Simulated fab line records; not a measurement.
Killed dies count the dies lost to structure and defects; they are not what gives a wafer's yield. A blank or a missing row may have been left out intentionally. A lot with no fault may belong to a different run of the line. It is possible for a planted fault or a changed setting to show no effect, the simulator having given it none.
A sampling plan put to the test | flow sky130 | one line in one fab, 57 faults in these records, each fault weighed on the records of the lots it struck
The plan is the line's own looks: the steps of the route at which a gauge or an inspection reads the wafer and doesn't change it. A look is open to judgement when struck wafers have a number at it and the file gives its usual mean and standard deviation on fault-free wafers. Caught: at a look after the fault's first step, the mean of the struck wafers lies 4 or more of those standard deviations (sigma) from the usual mean. On the tool: the test repeated on the tool's own readings taken at the fault's steps. Another recipe on the struck wafers, or a record that is blank for them alone, also counts as caught.

== THE FAULTS, as the simulator had put them in ==
1. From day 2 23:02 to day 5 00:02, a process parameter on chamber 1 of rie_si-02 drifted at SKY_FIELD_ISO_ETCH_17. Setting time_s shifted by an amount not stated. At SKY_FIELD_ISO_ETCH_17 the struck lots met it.
2. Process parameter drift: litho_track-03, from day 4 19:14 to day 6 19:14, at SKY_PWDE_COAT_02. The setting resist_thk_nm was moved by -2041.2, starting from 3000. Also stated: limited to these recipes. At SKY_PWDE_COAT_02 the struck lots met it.
3. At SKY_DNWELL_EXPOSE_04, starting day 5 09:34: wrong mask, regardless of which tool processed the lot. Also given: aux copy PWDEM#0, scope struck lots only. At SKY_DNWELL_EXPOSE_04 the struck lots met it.
4. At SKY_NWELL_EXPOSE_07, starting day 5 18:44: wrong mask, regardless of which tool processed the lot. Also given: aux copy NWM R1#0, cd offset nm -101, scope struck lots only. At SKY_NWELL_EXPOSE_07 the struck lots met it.
5. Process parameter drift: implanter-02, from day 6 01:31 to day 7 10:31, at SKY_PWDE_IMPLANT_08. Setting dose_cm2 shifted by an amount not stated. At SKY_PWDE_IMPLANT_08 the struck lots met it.
6. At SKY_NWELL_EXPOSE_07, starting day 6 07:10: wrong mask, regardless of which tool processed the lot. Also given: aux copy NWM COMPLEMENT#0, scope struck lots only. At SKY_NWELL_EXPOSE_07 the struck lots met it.
7. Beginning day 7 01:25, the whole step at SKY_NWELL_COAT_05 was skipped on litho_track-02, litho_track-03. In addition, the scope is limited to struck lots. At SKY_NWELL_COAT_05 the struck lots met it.
8. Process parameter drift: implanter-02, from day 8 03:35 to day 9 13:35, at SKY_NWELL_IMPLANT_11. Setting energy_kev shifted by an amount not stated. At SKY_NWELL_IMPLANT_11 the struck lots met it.
9. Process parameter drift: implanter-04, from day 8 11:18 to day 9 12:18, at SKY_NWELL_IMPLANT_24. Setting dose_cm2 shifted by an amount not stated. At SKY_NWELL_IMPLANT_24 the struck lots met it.
10. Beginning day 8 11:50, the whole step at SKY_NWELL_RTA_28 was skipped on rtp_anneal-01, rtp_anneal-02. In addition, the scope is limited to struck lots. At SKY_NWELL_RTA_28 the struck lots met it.
11. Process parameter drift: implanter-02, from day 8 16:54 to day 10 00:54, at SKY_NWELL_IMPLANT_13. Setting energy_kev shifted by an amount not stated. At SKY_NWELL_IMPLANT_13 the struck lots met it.
12. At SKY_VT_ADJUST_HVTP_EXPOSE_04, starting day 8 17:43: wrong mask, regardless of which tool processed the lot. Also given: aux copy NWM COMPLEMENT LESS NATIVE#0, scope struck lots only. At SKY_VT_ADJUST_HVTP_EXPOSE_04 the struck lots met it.
13. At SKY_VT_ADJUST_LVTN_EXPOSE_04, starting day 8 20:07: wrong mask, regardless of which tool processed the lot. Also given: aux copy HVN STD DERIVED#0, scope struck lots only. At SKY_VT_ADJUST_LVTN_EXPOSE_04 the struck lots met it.
14. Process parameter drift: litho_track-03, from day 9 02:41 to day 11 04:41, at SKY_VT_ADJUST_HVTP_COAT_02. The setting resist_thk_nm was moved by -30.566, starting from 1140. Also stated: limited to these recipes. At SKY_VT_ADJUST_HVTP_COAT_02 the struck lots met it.
15. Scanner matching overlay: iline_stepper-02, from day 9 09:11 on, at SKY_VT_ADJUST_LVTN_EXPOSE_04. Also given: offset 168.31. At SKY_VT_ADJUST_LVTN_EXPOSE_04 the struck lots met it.
16. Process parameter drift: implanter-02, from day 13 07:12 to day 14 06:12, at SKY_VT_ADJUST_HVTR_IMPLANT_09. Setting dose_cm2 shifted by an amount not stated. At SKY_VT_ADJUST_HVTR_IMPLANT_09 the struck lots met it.
17. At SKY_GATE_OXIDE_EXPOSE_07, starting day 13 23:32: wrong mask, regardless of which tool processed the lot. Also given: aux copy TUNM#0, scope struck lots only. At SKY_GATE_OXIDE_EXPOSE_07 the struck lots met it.
18. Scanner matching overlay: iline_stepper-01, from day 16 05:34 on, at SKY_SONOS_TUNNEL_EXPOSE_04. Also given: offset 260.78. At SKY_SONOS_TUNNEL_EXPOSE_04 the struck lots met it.
19. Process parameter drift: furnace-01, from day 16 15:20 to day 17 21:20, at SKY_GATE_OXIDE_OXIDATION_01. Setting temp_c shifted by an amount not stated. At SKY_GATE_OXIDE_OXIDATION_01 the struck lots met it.
20. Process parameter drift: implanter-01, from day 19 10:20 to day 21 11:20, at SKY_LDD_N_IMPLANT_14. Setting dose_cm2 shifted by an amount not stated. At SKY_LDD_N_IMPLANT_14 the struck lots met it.
21. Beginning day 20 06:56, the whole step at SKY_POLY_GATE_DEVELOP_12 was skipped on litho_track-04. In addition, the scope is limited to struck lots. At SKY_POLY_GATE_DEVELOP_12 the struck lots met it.
22. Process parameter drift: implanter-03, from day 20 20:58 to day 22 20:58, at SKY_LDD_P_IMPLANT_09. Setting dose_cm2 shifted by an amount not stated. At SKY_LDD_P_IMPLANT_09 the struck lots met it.
23. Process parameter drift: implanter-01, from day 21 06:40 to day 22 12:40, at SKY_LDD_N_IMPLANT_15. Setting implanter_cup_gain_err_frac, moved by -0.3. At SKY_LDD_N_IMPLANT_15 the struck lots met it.
24. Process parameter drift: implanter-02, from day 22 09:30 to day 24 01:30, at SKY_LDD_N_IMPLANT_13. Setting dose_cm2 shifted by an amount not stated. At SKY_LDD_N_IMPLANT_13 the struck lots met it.
25. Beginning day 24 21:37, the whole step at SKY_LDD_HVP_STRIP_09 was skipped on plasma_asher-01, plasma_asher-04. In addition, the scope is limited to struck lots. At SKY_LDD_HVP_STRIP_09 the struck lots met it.
26. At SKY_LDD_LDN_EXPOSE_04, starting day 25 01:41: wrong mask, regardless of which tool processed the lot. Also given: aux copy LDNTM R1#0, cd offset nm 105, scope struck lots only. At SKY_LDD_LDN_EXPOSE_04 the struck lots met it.
27. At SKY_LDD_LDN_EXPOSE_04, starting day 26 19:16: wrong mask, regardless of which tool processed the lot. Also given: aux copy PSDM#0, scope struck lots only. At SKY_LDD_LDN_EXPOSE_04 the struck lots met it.
28. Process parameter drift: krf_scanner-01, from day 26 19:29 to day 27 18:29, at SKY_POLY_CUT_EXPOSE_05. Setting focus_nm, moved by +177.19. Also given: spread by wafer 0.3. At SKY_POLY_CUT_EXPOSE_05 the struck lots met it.
29. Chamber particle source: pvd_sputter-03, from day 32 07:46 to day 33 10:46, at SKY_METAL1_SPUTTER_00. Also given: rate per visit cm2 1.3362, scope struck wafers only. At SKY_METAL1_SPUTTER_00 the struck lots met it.
30. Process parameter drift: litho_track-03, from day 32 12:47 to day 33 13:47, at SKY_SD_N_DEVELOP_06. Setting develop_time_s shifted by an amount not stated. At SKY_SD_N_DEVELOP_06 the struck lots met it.
31. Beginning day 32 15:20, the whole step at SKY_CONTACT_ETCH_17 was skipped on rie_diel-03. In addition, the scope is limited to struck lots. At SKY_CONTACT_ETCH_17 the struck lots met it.
32. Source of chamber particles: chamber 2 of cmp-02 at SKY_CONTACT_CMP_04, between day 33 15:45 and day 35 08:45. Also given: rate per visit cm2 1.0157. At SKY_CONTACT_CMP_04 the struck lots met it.
33. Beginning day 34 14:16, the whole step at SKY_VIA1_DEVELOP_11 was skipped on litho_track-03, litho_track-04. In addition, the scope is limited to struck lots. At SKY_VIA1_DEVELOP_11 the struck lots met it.
34. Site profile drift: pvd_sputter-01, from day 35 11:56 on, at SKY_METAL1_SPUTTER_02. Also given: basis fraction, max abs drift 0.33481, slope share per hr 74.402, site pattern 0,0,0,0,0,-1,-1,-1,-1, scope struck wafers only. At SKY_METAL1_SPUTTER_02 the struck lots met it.
35. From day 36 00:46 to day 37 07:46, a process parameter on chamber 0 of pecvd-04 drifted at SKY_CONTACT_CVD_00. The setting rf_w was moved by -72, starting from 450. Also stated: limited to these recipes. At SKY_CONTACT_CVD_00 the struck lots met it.
36. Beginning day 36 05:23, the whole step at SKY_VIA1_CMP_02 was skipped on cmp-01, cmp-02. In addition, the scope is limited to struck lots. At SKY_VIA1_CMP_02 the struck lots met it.
37. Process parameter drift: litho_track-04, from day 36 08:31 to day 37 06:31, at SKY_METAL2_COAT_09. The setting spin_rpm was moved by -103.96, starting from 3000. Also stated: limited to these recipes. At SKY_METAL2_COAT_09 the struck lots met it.
38. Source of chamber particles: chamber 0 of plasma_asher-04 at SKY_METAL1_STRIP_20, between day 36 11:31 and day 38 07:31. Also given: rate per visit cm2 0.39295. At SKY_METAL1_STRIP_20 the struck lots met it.
39. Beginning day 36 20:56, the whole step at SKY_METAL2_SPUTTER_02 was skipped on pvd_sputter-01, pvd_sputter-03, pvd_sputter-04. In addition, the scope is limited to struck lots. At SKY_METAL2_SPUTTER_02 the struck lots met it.
40. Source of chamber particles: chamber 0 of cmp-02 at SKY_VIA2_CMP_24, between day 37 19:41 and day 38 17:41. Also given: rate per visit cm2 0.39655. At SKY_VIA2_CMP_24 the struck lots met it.
41. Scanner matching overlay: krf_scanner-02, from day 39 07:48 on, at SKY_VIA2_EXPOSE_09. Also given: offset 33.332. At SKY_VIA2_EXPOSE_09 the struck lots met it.
42. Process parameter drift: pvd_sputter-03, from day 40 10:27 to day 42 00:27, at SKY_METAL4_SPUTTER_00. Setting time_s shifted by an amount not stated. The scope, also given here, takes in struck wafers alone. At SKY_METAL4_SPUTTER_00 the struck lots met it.
43. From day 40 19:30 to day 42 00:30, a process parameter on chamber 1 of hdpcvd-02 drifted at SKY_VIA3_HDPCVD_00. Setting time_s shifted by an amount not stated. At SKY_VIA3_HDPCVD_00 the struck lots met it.
44. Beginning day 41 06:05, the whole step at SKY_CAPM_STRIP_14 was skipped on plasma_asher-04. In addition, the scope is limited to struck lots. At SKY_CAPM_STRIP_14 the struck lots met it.
45. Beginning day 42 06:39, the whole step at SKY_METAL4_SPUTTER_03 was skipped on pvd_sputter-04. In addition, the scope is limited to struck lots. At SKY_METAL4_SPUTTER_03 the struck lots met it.
46. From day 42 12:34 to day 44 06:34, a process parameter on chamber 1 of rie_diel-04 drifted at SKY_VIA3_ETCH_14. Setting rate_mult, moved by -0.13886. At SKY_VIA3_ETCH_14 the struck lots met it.
47. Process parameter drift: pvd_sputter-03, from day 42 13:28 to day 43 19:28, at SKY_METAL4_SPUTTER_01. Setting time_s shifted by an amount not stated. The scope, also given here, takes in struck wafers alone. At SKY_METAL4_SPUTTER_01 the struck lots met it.
48. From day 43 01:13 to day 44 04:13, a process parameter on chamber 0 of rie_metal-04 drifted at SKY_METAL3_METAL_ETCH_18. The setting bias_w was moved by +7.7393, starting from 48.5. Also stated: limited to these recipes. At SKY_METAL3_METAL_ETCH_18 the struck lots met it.
49. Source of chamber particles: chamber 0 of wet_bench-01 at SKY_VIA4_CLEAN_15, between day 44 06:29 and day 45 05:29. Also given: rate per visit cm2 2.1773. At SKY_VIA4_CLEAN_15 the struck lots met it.
50. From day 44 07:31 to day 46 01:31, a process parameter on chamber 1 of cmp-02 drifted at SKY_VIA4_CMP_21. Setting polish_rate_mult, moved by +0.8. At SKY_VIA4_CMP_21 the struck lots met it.
51. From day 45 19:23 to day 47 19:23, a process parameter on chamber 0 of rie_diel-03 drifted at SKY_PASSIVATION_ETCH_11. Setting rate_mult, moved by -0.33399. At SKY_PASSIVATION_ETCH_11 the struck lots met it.
52. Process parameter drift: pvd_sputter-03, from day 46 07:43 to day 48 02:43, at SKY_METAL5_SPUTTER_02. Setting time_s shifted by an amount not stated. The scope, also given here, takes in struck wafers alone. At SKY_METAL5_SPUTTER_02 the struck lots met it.
53. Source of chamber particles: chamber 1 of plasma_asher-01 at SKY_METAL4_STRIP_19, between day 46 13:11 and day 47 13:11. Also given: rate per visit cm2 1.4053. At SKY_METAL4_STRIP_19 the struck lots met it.
54. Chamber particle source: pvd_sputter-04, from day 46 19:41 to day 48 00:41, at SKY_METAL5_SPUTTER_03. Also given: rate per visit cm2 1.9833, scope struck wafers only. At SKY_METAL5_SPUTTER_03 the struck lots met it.
55. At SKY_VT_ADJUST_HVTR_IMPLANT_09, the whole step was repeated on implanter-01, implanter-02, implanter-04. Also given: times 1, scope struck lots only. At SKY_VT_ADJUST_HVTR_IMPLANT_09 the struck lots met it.
56. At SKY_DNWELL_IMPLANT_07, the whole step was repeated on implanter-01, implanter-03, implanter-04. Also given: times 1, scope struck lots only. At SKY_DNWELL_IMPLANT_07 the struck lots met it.
57. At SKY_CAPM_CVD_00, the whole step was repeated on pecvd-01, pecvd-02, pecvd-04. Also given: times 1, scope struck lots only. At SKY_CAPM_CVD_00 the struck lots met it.

== WHAT THE PLAN SAW ==
fault | on the tool itself                               | first look that catches it                      | reading, sigma                   | median hours from its first step to that look | hours from the fault's start to the first struck lot there | judged looks passed uncaught
1     | run_length_s +18 sigma                           | no look after it can be judged                  | -                                | -                                             | -                                                          | 0
2     | under 2 sigma                                    | none of the 2 looks that can be judged after it | -                                | -                                             | -                                                          | 2
3     | no reading that can be judged                    | SKY_DNWELL_TW_MEAS_09                           | DNWELL_TW -99 or beyond          | 8.9                                           | 11                                                         | 0
4     | under 2 sigma                                    | no look after it can be judged                  | -                                | -                                             | -                                                          | 0
5     | dose_ions_cm2 -99 or beyond sigma                | SKY_PWDE_TW_MEAS_10                             | PWDE_TW -91                      | 0.2                                           | 9                                                          | 0
6     | under 2 sigma                                    | SKY_NWELL_TW_MEAS_15                            | NWELL_TW -99 or beyond           | 10.0                                          | 15                                                         | 0
7     | the tool's record is blank for the struck wafers | SKY_NWELL_TW_MEAS_26                            | NWELL_2_TW +99 or beyond         | 30.3                                          | 30                                                         | 0
8     | beam_energy_keV -99 or beyond sigma              | SKY_NWELL_RS_MEAS_29                            | NWELL_RS +7.0                    | 22.2                                          | 31                                                         | 0
9     | dose_ions_cm2 +99 or beyond sigma                | SKY_NWELL_TW_MEAS_26                            | NWELL_2_TW +30                   | 0.2                                           | 4                                                          | 0
10    | the tool's record is blank for the struck wafers | SKY_NWELL_RS_MEAS_29                            | NWELL_RS -99 or beyond           | 0.1                                           | 4                                                          | 0
11    | beam_energy_keV -50 sigma                        | no look after it can be judged                  | -                                | -                                             | -                                                          | 0
12    | no reading that can be judged                    | SKY_VT_ADJUST_HVTP_TW_MEAS_11                   | VT_ADJUST_HVTP_TW -99 or beyond  | 10.5                                          | 11                                                         | 0
13    | no reading that can be judged                    | SKY_VT_ADJUST_LVTN_TW_MEAS_10                   | VT_ADJUST_LVTN_TW -99 or beyond  | 10.9                                          | 17                                                         | 0
14    | no reading that can be judged                    | not the one look that can be judged after it    | -                                | -                                             | -                                                          | 1
15    | under 2 sigma                                    | SKY_VT_ADJUST_LVTN_OVL_MEAS_07                  | VT_ADJUST_LVTN_OVL +99 or beyond | 10.4                                          | 17                                                         | 0
16    | dose_ions_cm2 -99 or beyond sigma                | SKY_VT_ADJUST_HVTR_TW_MEAS_11                   | VT_ADJUST_HVTR_TW -24            | 0.2                                           | 5                                                          | 0
17    | under 2 sigma                                    | SKY_GATE_OXIDE_TW_MEAS_14                       | GATE_OXIDE_TW -99 or beyond      | 13.8                                          | 18                                                         | 0
18    | no reading that can be judged                    | SKY_SONOS_TUNNEL_OVL_MEAS_08                    | SONOS_TUNNEL_OVL +99 or beyond   | 14.5                                          | 17                                                         | 0
19    | tube_center_temp_C +99 or beyond sigma           | SKY_GATE_OXIDE_THK_MEAS_02                      | GATE_OXIDE_OXIDATION_00_THK +9.1 | 1.4                                           | 4                                                          | 0
20    | dose_ions_cm2 -99 or beyond sigma                | no look after it can be judged                  | -                                | -                                             | -                                                          | 0
21    | no reading that can be judged                    | no look after it can be judged                  | -                                | -                                             | -                                                          | 0
22    | dose_ions_cm2 +99 or beyond sigma                | SKY_LDD_P_TW_MEAS_11                            | LDD_P_TW +6.3                    | 0.2                                           | 7                                                          | 0
23    | beam_on_s +22 sigma                              | no look after it can be judged                  | -                                | -                                             | -                                                          | 0
24    | dose_ions_cm2 +99 or beyond sigma                | no look after it can be judged                  | -                                | -                                             | -                                                          | 0
25    | the tool's record is blank for the struck wafers | SKY_LDD_LDN_TW_MEAS_13                          | LDD_LDN_TW -99 or beyond         | 29.6                                          | 39                                                         | 0
26    | no reading that can be judged                    | none of the 2 looks that can be judged after it | -                                | -                                             | -                                                          | 2
27    | under 2 sigma                                    | SKY_LDD_LDN_TW_MEAS_13                          | LDD_LDN_TW -99 or beyond         | 15.7                                          | 19                                                         | 0
28    | under 2 sigma                                    | none of the 2 looks that can be judged after it | -                                | -                                             | -                                                          | 2
29    | under 2 sigma                                    | not the one look that can be judged after it    | -                                | -                                             | -                                                          | 1
30    | no reading that can be judged                    | SKY_SD_N_CD_MEAS_07                             | cd_nm +4.0                       | 0.1                                           | 16                                                         | 0
31    | the tool's record is blank for the struck wafers | no look after it can be judged                  | -                                | -                                             | -                                                          | 0
32    | under 2 sigma                                    | none of the 2 looks that can be judged after it | -                                | -                                             | -                                                          | 2
33    | no reading that can be judged                    | no look after it can be judged                  | -                                | -                                             | -                                                          | 0
34    | under 2 sigma                                    | SKY_METAL1_RS_MEAS_05                           | METAL1_ALCU_RS +18               | 0.1                                           | 35                                                         | 0
35    | rf_fwd_power_W -50 sigma                         | SKY_CONTACT_THK_MEAS_01                         | CONTACT_CVD_00_THK -4.0          | 0.0                                           | 5                                                          | 0
36    | the tool's record is blank for the struck wafers | SKY_VIA1_BOW_MEAS_03                            | VIA1_BOW +4.7                    | 0.3                                           | 5                                                          | 0
37    | spin_speed_rpm -46 sigma                         | none of the 2 looks that can be judged after it | -                                | -                                             | -                                                          | 2
38    | under 2 sigma                                    | none of the 2 looks that can be judged after it | -                                | -                                             | -                                                          | 2
39    | the tool's record is blank for the struck wafers | SKY_METAL2_RS_MEAS_05                           | METAL2_ALCU_RS +99 or beyond     | 0.1                                           | 8                                                          | 0
40    | under 2 sigma                                    | not the one look that can be judged after it    | -                                | -                                             | -                                                          | 1
41    | under 2 sigma                                    | SKY_VIA2_OVL_MEAS_13                            | VIA2_OVL +5.4                    | 11.3                                          | 14                                                         | 0
42    | under 2 sigma                                    | no look after it can be judged                  | -                                | -                                             | -                                                          | 0
43    | run_length_s +36 sigma                           | SKY_VIA3_THK_MEAS_01                            | VIA3_HDPCVD_THK +5.3             | 0.1                                           | 16                                                         | 0
44    | the tool's record is blank for the struck wafers | no look after it can be judged                  | -                                | -                                             | -                                                          | 0
45    | the tool's record is blank for the struck wafers | no look after it can be judged                  | -                                | -                                             | -                                                          | 0
46    | under 2 sigma                                    | no look after it can be judged                  | -                                | -                                             | -                                                          | 0
47    | under 2 sigma                                    | no look after it can be judged                  | -                                | -                                             | -                                                          | 0
48    | bias_w +50 sigma                                 | not the one look that can be judged after it    | -                                | -                                             | -                                                          | 1
49    | no reading that can be judged                    | no look after it can be judged                  | -                                | -                                             | -                                                          | 0
50    | time_to_endpoint_s -13 sigma                     | none of the 2 looks that can be judged after it | -                                | -                                             | -                                                          | 2
51    | oes_product_au -28 sigma                         | no look after it can be judged                  | -                                | -                                             | -                                                          | 0
52    | under 2 sigma                                    | SKY_METAL5_RS_MEAS_05                           | METAL5_ALCU_RS +8.7              | 0.2                                           | 27                                                         | 0
53    | under 2 sigma                                    | not the one look that can be judged after it    | -                                | -                                             | -                                                          | 1
54    | under 2 sigma                                    | none of the 4 looks that can be judged after it | -                                | -                                             | -                                                          | 4
55    | no reading that can be judged                    | SKY_VT_ADJUST_HVTR_TW_MEAS_11                   | VT_ADJUST_HVTR_TW +41            | 0.6                                           | -                                                          | 0
56    | no reading that can be judged                    | SKY_DNWELL_TW_MEAS_09                           | DNWELL_TW +45                    | 0.6                                           | -                                                          | 0
57    | under 2 sigma                                    | SKY_CAPM_THK_MEAS_01                            | CAPM_CVD_00_THK +77              | 0.2                                           | -                                                          | 0
A dash: this means the fault isn't caught or the number doesn't appear in these records.

Caught at a look: 28 of 57. Caught on the tool: 25 of 57. By one or the other: 40 of 57.
Faults caught by the tool alone: 1, 11, 20, 23, 24, 31, 37, 44, 45, 48, 50, 51.
Caught at a look alone: faults 3, 6, 12, 13, 15, 17, 18, 27, 30, 34, 41, 52, 55, 56, 57.
Caught by neither: faults 2, 4, 14, 21, 26, 28, 29, 32, 33, 38, 40, 42, 46, 47, 49, 53, 54.

== THINNER SAMPLING ==
In the worst case, this is how late the first struck lot would be measured if the look that catches a fault measured only every second or every third lot, by lot number:
fault | struck lots at that look, in order of time | every lot | every second lot | every third lot
3     | L817                                       | 11 h      | may miss it      | may miss it
5     | L197, L198                                 | 9 h       | 14 h             | may miss all 2
6     | L334                                       | 15 h      | may miss it      | may miss it
7     | L830, L831, L832                           | 30 h      | 38 h             | 40 h
8     | L476, L478                                 | 31 h      | may miss all 2   | may miss all 2
9     | L332, L333, L334                           | 4 h       | 6 h              | 23 h
10    | L115, L116, L117                           | 4 h       | 6 h              | 22 h
12    | L385                                       | 11 h      | may miss it      | may miss it
13    | L103                                       | 17 h      | may miss it      | may miss it
15    | L252, L254                                 | 17 h      | may miss all 2   | may miss all 2
16    | L533, L534                                 | 5 h       | 8 h              | may miss all 2
17    | L831                                       | 18 h      | may miss it      | may miss it
18    | L819, L825                                 | 17 h      | may miss all 2   | may miss all 2
19    | L558, L559, L560                           | 4 h       | 4 h              | 15 h
22    | L273, L275                                 | 7 h       | may miss all 2   | may miss all 2
25    | L445, L446                                 | 39 h      | 48 h             | may miss all 2
27    | L986                                       | 19 h      | may miss it      | may miss it
30    | L946                                       | 16 h      | may miss it      | may miss it
34    | L475, L477                                 | 35 h      | may miss all 2   | may miss all 2
35    | L599                                       | 5 h       | may miss it      | may miss it
36    | L828, L830                                 | 5 h       | may miss all 2   | may miss all 2
39    | L608, L609, L611                           | 8 h       | 17 h             | may miss all 3
41    | L940, L939, L942, L945                     | 14 h      | 15 h             | may miss all 4
43    | L788                                       | 16 h      | may miss it      | may miss it
52    | L646                                       | 27 h      | may miss it      | may miss it
The hour figures run from when the fault began to the first measured lot among those it struck. Since the struck wafers were tested as one group against 4 sigma, a single lot by itself may lie under the limit. Other struck lots may not be in these records.

== THE LONGEST TIMED WAY FROM STEP TO LOOK ==
In fault 7, a median of 30.3 hours elapses between SKY_NWELL_COAT_05 and SKY_NWELL_TW_MEAS_26. No look between them can be judged.
